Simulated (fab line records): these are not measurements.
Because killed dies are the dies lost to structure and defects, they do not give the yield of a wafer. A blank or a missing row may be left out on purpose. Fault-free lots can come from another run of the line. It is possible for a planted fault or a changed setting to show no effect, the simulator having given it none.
Matching of chambers || flow sky130 || pecvd-03 running SKY_PASSIVATION_CVD_02: 3 sister chambers
The step deposits Si3N4, target thk 540 nm. 30 wafers are shown with their chamber, then 12 later ones without.

WAFERS PAIRED WITH THEIR CHAMBERS
{"wafer": "L076.1", "chamber": 1, "heater_power_w (W)": 867, "susceptor_temp_C (C)": 399.93}
{"wafer": "L076.3", "chamber": 0, "heater_power_w (W)": 774, "susceptor_temp_C (C)": 400.10}
{"wafer": "L076.4", "chamber": 1, "heater_power_w (W)": 874, "susceptor_temp_C (C)": 399.94}
{"wafer": "L078.2", "chamber": 2, "heater_power_w (W)": 548, "susceptor_temp_C (C)": 399.81}
{"wafer": "L078.3", "chamber": 1, "heater_power_w (W)": 847, "susceptor_temp_C (C)": 400.03}
{"wafer": "L078.5", "chamber": 2, "heater_power_w (W)": 562, "susceptor_temp_C (C)": 400.06}
{"wafer": "L079.3", "chamber": 1, "heater_power_w (W)": 897, "susceptor_temp_C (C)": 400.08}
{"wafer": "L079.4", "chamber": 2, "heater_power_w (W)": 542, "susceptor_temp_C (C)": 400.07}
{"wafer": "L079.5", "chamber": 0, "heater_power_w (W)": 880, "susceptor_temp_C (C)": 400.49}
{"wafer": "L080.2", "chamber": 1, "heater_power_w (W)": 834, "susceptor_temp_C (C)": 400.00}
{"wafer": "L080.3", "chamber": 0, "heater_power_w (W)": 815, "susceptor_temp_C (C)": 399.95}
{"wafer": "L080.6", "chamber": 2, "heater_power_w (W)": 469, "susceptor_temp_C (C)": 400.30}
{"wafer": "L082.2", "chamber": 0, "heater_power_w (W)": 776, "susceptor_temp_C (C)": 399.99}
{"wafer": "L082.3", "chamber": 2, "heater_power_w (W)": 487, "susceptor_temp_C (C)": 399.82}
{"wafer": "L082.6", "chamber": 2, "heater_power_w (W)": 545, "susceptor_temp_C (C)": 400.02}
{"wafer": "L085.1", "chamber": 0, "heater_power_w (W)": 774, "susceptor_temp_C (C)": 400.10}
{"wafer": "L085.2", "chamber": 2, "heater_power_w (W)": 557, "susceptor_temp_C (C)": 399.79}
{"wafer": "L085.5", "chamber": 1, "heater_power_w (W)": 747, "susceptor_temp_C (C)": 399.81}
{"wafer": "L086.2", "chamber": 0, "heater_power_w (W)": 751, "susceptor_temp_C (C)": 400.09}
{"wafer": "L086.3", "chamber": 2, "heater_power_w (W)": 545, "susceptor_temp_C (C)": 399.99}
{"wafer": "L086.6", "chamber": 0, "heater_power_w (W)": 761, "susceptor_temp_C (C)": 399.73}
{"wafer": "L087.1", "chamber": 2, "heater_power_w (W)": 482, "susceptor_temp_C (C)": 399.95}
{"wafer": "L087.2", "chamber": 0, "heater_power_w (W)": 839, "susceptor_temp_C (C)": 399.92}
{"wafer": "L087.3", "chamber": 1, "heater_power_w (W)": 894, "susceptor_temp_C (C)": 400.14}
{"wafer": "L088.1", "chamber": 2, "heater_power_w (W)": 509, "susceptor_temp_C (C)": 400.30}
{"wafer": "L088.4", "chamber": 2, "heater_power_w (W)": 562, "susceptor_temp_C (C)": 400.39}
{"wafer": "L088.5", "chamber": 1, "heater_power_w (W)": 820, "susceptor_temp_C (C)": 399.90}
{"wafer": "L089.1", "chamber": 2, "heater_power_w (W)": 594, "susceptor_temp_C (C)": 400.08}
{"wafer": "L089.4", "chamber": 2, "heater_power_w (W)": 472, "susceptor_temp_C (C)": 400.04}
{"wafer": "L089.6", "chamber": 0, "heater_power_w (W)": 717, "susceptor_temp_C (C)": 400.18}

SIGNATURES, as means of the wafers listed above
{"reading": "heater_power_w", "chamber 0": 787.44, "chamber 1": 847.50, "chamber 2": 528.77, "scatter within a chamber": 45.4}
{"reading": "susceptor_temp_C", "chamber 0": 400.0611, "chamber 1": 399.9787, "chamber 2": 400.0477, "scatter within a chamber": 0.179}
Rule: distance of a wafer from a chamber = root of the sum over the readings of ((wafer's reading minus chamber's mean) / reading's scatter) squared. The wafer belongs to the nearest chamber; if the next one is less than 2 further off, it can't be placed. The scatter: the root of (the sum of the squares of (reading less its chamber's mean) over the shown wafers, divided by (wafers less chambers)).

WAFERS MISSING THEIR CHAMBER
{"wafer": "L090.1", "heater_power_w (W)": 859, "susceptor_temp_C (C)": 400.07}
{"wafer": "L090.3", "heater_power_w (W)": 770, "susceptor_temp_C (C)": 399.90}
{"wafer": "L090.6", "heater_power_w (W)": 880, "susceptor_temp_C (C)": 399.71}
{"wafer": "L092.1", "heater_power_w (W)": 545, "susceptor_temp_C (C)": 400.05}
{"wafer": "L092.2", "heater_power_w (W)": 852, "susceptor_temp_C (C)": 400.05}
{"wafer": "L092.6", "heater_power_w (W)": 568, "susceptor_temp_C (C)": 400.07}
{"wafer": "L096.2", "heater_power_w (W)": 542, "susceptor_temp_C (C)": 399.88}
{"wafer": "L096.5", "heater_power_w (W)": 563, "susceptor_temp_C (C)": 400.20}
{"wafer": "L096.6", "heater_power_w (W)": 889, "susceptor_temp_C (C)": 399.78}
{"wafer": "L097.3", "heater_power_w (W)": 743, "susceptor_temp_C (C)": 400.16}
{"wafer": "L097.4", "heater_power_w (W)": 806, "susceptor_temp_C (C)": 400.41}
{"wafer": "L097.5", "heater_power_w (W)": 868, "susceptor_temp_C (C)": 400.27}

CHAMBER TAKEN BY EACH
{"wafer": "L090.1", "from the rows above": "can't be placed: 1 or 0", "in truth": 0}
{"wafer": "L090.3", "from the rows above": "can't be placed: 0 or 1", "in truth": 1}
{"wafer": "L090.6", "from the rows above": "can't be placed: 1 or 0", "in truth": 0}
{"wafer": "L092.1", "from the rows above": 2, "in truth": 2}
{"wafer": "L092.2", "from the rows above": "can't be placed: 1 or 0", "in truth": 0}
{"wafer": "L092.6", "from the rows above": 2, "in truth": 2}
{"wafer": "L096.2", "from the rows above": 2, "in truth": 2}
{"wafer": "L096.5", "from the rows above": 2, "in truth": 2}
{"wafer": "L096.6", "from the rows above": "can't be placed: 1 or 0", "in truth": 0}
{"wafer": "L097.3", "from the rows above": "can't be placed: 0 or 1", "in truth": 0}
{"wafer": "L097.4", "from the rows above": "can't be placed: 0 or 1", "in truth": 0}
{"wafer": "L097.5", "from the rows above": "can't be placed: 1 or 0", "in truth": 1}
Placed correctly: 4 of 12. Cannot be placed on the basis of these rows: 8; the candidates contain the true chamber in 8. Wrongly placed: 0.
